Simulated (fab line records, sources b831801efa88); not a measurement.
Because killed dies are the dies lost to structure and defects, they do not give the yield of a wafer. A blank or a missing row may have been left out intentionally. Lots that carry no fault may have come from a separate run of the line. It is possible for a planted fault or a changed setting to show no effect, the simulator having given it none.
Chamber matching	flow gf180mcu	GF_CONTACT_CMP_04 on cmp-01: 4 sister chambers
The step polishes SiO2. 4 wafers are shown with their chamber, then 9 later ones without.

## WAFERS, EACH WITH ITS CHAMBER
wafer	chamber	motorCurrentA (A)
L658.5	2	13.1
L660.3	1	12.2
L660.5	3	12.9
L660.6	0	11.3

## WAFERS WITH NO CHAMBER GIVEN
wafer	motorCurrentA (A)
L664.1	11.9
L664.3	12.5
L664.5	12.2
L669.2	12.0
L669.5	12.1
L669.6	12.7
L672.1	11.6
L672.6	11.4
L673.6	12.9

## CHAMBER TAKEN BY EACH
wafer	from the rows above	in truth
L664.1	can't be placed: 1 or 0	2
L664.3	can't be placed: 1 or 3 or 2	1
L664.5	1	1
L669.2	1	1
L669.5	1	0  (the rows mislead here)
L669.6	can't be placed: 3 or 2 or 1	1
L672.1	can't be placed: 0 or 1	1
L672.6	0	0
L673.6	can't be placed: 3 or 2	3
Correctly placed: 3 of 9. Unplaceable from these rows: 5, with the true chamber sitting among the candidates in 4. 1 placed wrongly.
How it was worked out, from the rows above alone: a wafer's distance from a chamber is the root of the sum, over the readings, of the square of ((its reading less the chamber's mean) divided by the reading's scatter). If the next closest chamber is less than 2 further off than the closest, the wafer can't be placed; otherwise it belongs to the closest. A chamber's mean is the mean of its shown wafers. The scatter: root of mean squared gap, hidden wafer to nearest shown wafer, with one shown wafer a chamber.
